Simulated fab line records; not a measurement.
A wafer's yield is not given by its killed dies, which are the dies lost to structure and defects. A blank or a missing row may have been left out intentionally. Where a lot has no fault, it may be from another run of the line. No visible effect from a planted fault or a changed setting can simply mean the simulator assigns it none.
Struck lot and sound lot, side by side | flow sky130 | 17 steps out of a route of 708
Sound: wafers L452.4, L452.5, L452.6. Wafers L473.1, L473.3, L473.4 were the ones struck. The cause is named last.
At each step with rows: each side's tool, then ch and its chambers, then its first start. Under that, the readings that differ: sound wafers | struck wafers | difference of the means | sigmas: that difference in standard deviations of wafers without a fault.
alike: words and numbers the same on both sides, and readings whose means are apart by under 2 such deviations; not compared: readings that were withheld, readings missing a value for some wafer, numbers with overlapping values and no deviation given by the record, and bounds like >300 which may hide the same value.
A row with sigmas, a row that says differs or no value, or rows on one side alone: a step with any of these is where the two part. When numbers do not overlap yet have no deviation, they are printed without sigmas and do not part them. A reading missing from all wafers of one side parts the sides only when that side holds two or more wafers.

SKY_VIA2_CMP_02: polishes SiO2.
  sound on cmp-01 ch 1,2, day 34 20:17; struck on cmp-01 ch 0,1,3, day 41 11:43
  alike: motorCurrentA
SKY_VIA2_BOW_MEAS_03:
  sound on filmMetro-04 at day 34 20:36; struck on filmMetro-01 at day 41 11:58
  alike: VIA2_BOW
then, 8 steps without rows for these wafers: SKY_VIA2_DEHYDRATE_04 (time 60 s); SKY_VIA2_HMDS_05 (prime time 60 s); SKY_VIA2_COAT_06 (resist thk 60 nm); SKY_VIA2_COAT_07 (resist thk 450 nm); SKY_VIA2_SOFTBAKE_08 (time 90 s); SKY_VIA2_EXPOSE_09 (exposes mask VIM2, target cd 200 nm); SKY_VIA2_PEB_10; SKY_VIA2_DEVELOP_11 (develop time 60 s).
SKY_VIA2_CD_MEAS_12 targets a cd of 200 nm.
  sound on cdSem-02 at day 35 22:19; struck on cdSem-01 at day 42 11:05
  alike: cdNm
SKY_VIA2_OVL_MEAS_13:
  sound on overlay-01 at day 35 22:23; struck on overlay-01 at day 42 11:13
  alike: VIA2_OVL
SKY_VIA2_ETCH_14: etches BARC in N2/H2, stops on SiO2, time 45.9 s, target depth 60 nm.
  sound on rieDiel-04 ch 0,1,3, day 35 22:26; struck on rieDiel-01 ch 0,3, day 42 11:15
  no value came back on the struck wafers for any of 5 readings (biasW (W), chamberPressureMTorr (mTorr) and others); on the sound wafers biasW (W) reads 100.37 100.02 99.86
reading                                    | sound             | struck            | difference | sigmas
model.KrF-thick_of_VIA2_COAT_07.thkNm (nm) | 394.2 393.9 395.4 | 439.2 438.3 438.4 | +44.1      | 
  not compared: rfHoursCounterH
SKY_VIA2_ETCH_15: etches SiO2 in C4F8/O2/Ar, stops on TiN, target depth 546 nm, time 84 s.
  sound on rieDiel-04 ch 0,1,3, day 35 22:29; struck on rieDiel-01 ch 0,3, day 42 11:17
reading                                    | sound             | struck            | difference | sigmas
oesProductAu (a.u.)                        | 0.946 0.939 0.938 | 0.366 0.381 0.373 | -0.568     | -99 or more
model.KrF-thick_of_VIA2_COAT_07.thkNm (nm) | 285.3 283.1 285.7 | 330.6 330.5 330.4 | +45.8      | 
  alike: biasW, chamberPressureMTorr
  not compared: rfHoursCounterH
SKY_VIA2_STRIP_16: strips in O2/N2.
  sound on plasmaAsher-02 ch 0,1, day 35 22:33; struck on plasmaAsher-02 ch 0,1, day 42 11:21
reading                  | sound             | struck            | difference | sigmas
oesProductAu (a.u.)      | 0.404 0.392 0.399 | 0.416 0.414 0.426 | +0.020     | +4
stripTimeToEndpointS (s) | 4.062 4.048 4.082 | 4.560 4.549 4.539 | +0.485     | +19
  alike: drypumpMotorCurrentA
  not compared: rfHoursCounterH
then, 1 step without rows for these wafers: SKY_VIA2_STRIP_17 (strips in post etch residue remover, time 1200 s).
-- the record jumps here: 8 days lie between the struck wafers' starts before and after (it left off in module VIA2 and takes up again in module PAD_OPEN, whose first step shown is number 708 of the route) --
SKY_PAD_OPEN_PROBE_99:
  record: rows for the struck wafers here (prober-01, day 50 11:27), none for the sound ones

## WHERE THEY PART
At SKY_VIA2_ETCH_14 first; at SKY_PAD_OPEN_PROBE_99 last (within this record only).

WHY: what had been put in by the simulator
At SKY_VIA2_ETCH_14, the step was skipped entirely on rieDiel-01 from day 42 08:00 on. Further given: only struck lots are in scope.
